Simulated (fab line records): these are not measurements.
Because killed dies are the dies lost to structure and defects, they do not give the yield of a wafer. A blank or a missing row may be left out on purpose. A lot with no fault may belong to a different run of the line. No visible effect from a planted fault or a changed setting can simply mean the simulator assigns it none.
A struck lot beside a sound one    flow sky130    30 out of 708 route steps
Sound: the wafers L698.1, L698.4, L698.6. The struck wafers were L686.3, L686.4, L686.6. Last of all comes the cause.
At each step with rows: each side's tool, then ch and its chambers, then its first start. Under that, the readings that differ: sound wafers    struck wafers    difference of the means    sigmas: that difference in standard deviations of wafers without a fault.
alike: readings with means less than 2 such deviations apart, plus words and numbers identical on both sides. not compared: withheld readings, readings lacking a value on some wafer, bounds such as >300 that could conceal the same value, and numbers that have no deviation in the record and whose values overlap.
Wherever a step has rows on one side only, a row that says differs or no value, or a row with sigmas, the two part there. Non-overlapping numbers with no deviation appear without sigmas and do not part them. Lack of a reading on every wafer of one side parts them only where that side has two or more wafers.

first, 5 steps without rows for these wafers: SKY_SONOS_ONO_COAT_08 (resist thk 1140 nm); SKY_SONOS_ONO_SOFTBAKE_09 (time 60 s); SKY_SONOS_ONO_EXPOSE_10 (exposes mask ONOM, target cd 410 nm); SKY_SONOS_ONO_PEB_11; SKY_SONOS_ONO_DEVELOP_12 (develop time 60 s).
SKY_SONOS_ONO_CD_MEAS_13: the cd target is 410 nm.
  sound: cdSem-01 at day 19 06:43; struck: cdSem-01 at day 15 01:22
  alike: cdNm
SKY_SONOS_ONO_OVL_MEAS_14:
  sound: overlay-01 at day 19 06:50; struck: overlay-01 at day 15 01:28
  alike: SONOS_ONO_OVL
SKY_SONOS_ONO_ETCH_15: etches the open film in CHF3/O2, target depth 19.52 nm, time 7.8 s.
  sound on rieDiel-02 ch 1,2, day 19 06:52; struck on rieDiel-04 ch 1,2,3, day 15 01:29
  alike: drypumpMotorCurrentA, oesProductAu, throttleValvePct
  not compared: rfHoursCounterH
then, 1 step without rows for these wafers: SKY_SONOS_ONO_WET_ETCH_16 (etches SiO2 in dHF, target depth 14 nm, time 280 s).
SKY_SONOS_ONO_STRIP_17: strips in O2/N2.
  sound on plasmaAsher-04 ch 0,1, day 19 06:59; struck on plasmaAsher-03 ch 0,1, day 15 01:38
  alike: drypumpMotorCurrentA, n2FlowSccm, oesProductAu, stripTimeToEndpointS
  not compared: rfHoursCounterH
then, 2 steps without rows for these wafers: SKY_SONOS_ONO_WET_ETCH_18 (etches Si3N4 in H3PO4, target depth 15 nm, time 172 s); SKY_GATE_OXIDE_CLEAN_00 (cleans in SC1/SC2, time 150 s).
SKY_GATE_OXIDE_OXIDATION_01: stabilise 600 s, purge 300 s, target thk 10.268 nm.
  sound on furnace-01 ch 0, day 19 07:12; struck on furnace-01 ch 0, day 15 02:40
reading                                           sound             struck             difference  sigmas
model.SiO2_of_GATE_OXIDE_OXIDATION_01.thkNm (nm)  10.3 10.39 10.38  7.559 7.717 7.463  -2.777      
  alike: spikeTcUpperC
SKY_GATE_OXIDE_THK_MEAS_02:
  sound: filmMetro-01 at day 19 08:37; struck: filmMetro-01 at day 15 04:06
reading                           sound              struck          difference  sigmas
GATE_OXIDE_OXIDATION_00_THK (nm)  10.33 10.37 10.39  7.59 7.72 7.41  -2.79       -16
then, 7 steps without rows for these wafers: SKY_GATE_OXIDE_DEHYDRATE_03 (time 60 s); SKY_GATE_OXIDE_HMDS_04 (prime time 60 s); SKY_GATE_OXIDE_COAT_05 (resist thk 1140 nm); SKY_GATE_OXIDE_SOFTBAKE_06 (time 60 s); SKY_GATE_OXIDE_EXPOSE_07 (exposes mask LVOM, target cd 600 nm); SKY_GATE_OXIDE_PEB_08; SKY_GATE_OXIDE_DEVELOP_09 (develop time 60 s).
SKY_GATE_OXIDE_OVL_MEAS_10:
  sound: overlay-02 at day 20 14:55; struck: overlay-02 at day 16 07:09
  alike: GATE_OXIDE_OVL
then, 2 steps without rows for these wafers: SKY_GATE_OXIDE_IMPLANT_11; SKY_GATE_OXIDE_WET_ETCH_12 (etches SiO2 in dHF, target depth 16.8 nm, time 336 s).
SKY_GATE_OXIDE_STRIP_13: strips in O2/N2.
  sound on plasmaAsher-03 ch 0,1, day 20 15:12; struck on plasmaAsher-03 ch 0,1, day 16 07:28
  alike: drypumpMotorCurrentA, n2FlowSccm, oesProductAu, stripTimeToEndpointS
  not compared: rfHoursCounterH
SKY_GATE_OXIDE_TW_MEAS_14:
  sound: filmMetro-02 at day 20 15:18; struck: filmMetro-02 at day 16 07:33
  alike: GATE_OXIDE_TW
then, 1 step without rows for these wafers: SKY_GATE_OXIDE_CLEAN_15 (cleans in SC1/SC2, time 150 s).
SKY_GATE_OXIDE_OXIDATION_16: stabilise 600 s, purge 300 s, target thk 3.57 nm.
  sound on furnace-02 ch 0, day 20 15:25; struck on furnace-02 ch 0, day 16 09:24
reading                                           sound              struck             difference  sigmas
model.SiO2_of_GATE_OXIDE_OXIDATION_01.thkNm (nm)  11.64 11.73 11.74  9.119 9.282 9.028  -2.560      
  alike: spikeTcUpperC
then, 1 step without rows for these wafers: SKY_POLY_GATE_CVD_00 (deposits poly-Si, target thk 180 nm, time 720 s).
-- a jump in the record: the struck wafers' starts before and after are 31 days apart (it breaks off in module POLY_GATE and resumes in module PAD_OPEN, where the first step shown is number 708 of the route) --
SKY_PAD_OPEN_PROBE_99:
  sound: prober-02 at day 50 05:33; struck: prober-02 at day 47 14:49
reading                              sound                          struck                         difference  sigmas
model.etest.nfet_16v.rOnOhmUm        1.439e+04 1.454e+04 1.462e+04  1.255e+04 1.277e+04 1.261e+04  -1.873e+03  
model.etest.pfet_16v.rOnOhmUm        1.561e+04 1.599e+04 1.642e+04  1.494e+04 1.523e+04 1.464e+04  -1.070e+03  
model.etest.pfetG5v0d10v5.rOnOhmUm   4795 4779 4844                 4286 4222 4204                 -569        
model.etest.tipSonos.rsOhmSq         2618 2640 2627                 2223 2250 2209                 -401        
model.etest.nfetG5v0d10v5.rOnOhmUm   1888 1873 1910                 1675 1646 1645                 -235        
model.etest.nfetG5v0d10v5.driveUaUm  604.4 602.2 598.3              755.8 751.1 761                +154.3      
model.etest.nfet_05v0_nvt.driveUaUm  575.2 572 572.4                702.1 693.6 708.9              +128.3      
  alike: killed_at_M0_to_M3, killed_at_M4_up, killedAtContacts, killedAtFrontEnd, killedAtOther, killedDies, killedOpen, killedShort
  not compared: model.etest.tipP.rsOhmSq

## WHERE THEY PART
Only at SKY_GATE_OXIDE_THK_MEAS_02, within this record. Later steps at which nothing parts them and some readings are alike: SKY_GATE_OXIDE_OVL_MEAS_10, SKY_GATE_OXIDE_STRIP_13, SKY_GATE_OXIDE_TW_MEAS_14, SKY_GATE_OXIDE_OXIDATION_16, SKY_PAD_OPEN_PROBE_99.

WHY: the cause the simulator had injected
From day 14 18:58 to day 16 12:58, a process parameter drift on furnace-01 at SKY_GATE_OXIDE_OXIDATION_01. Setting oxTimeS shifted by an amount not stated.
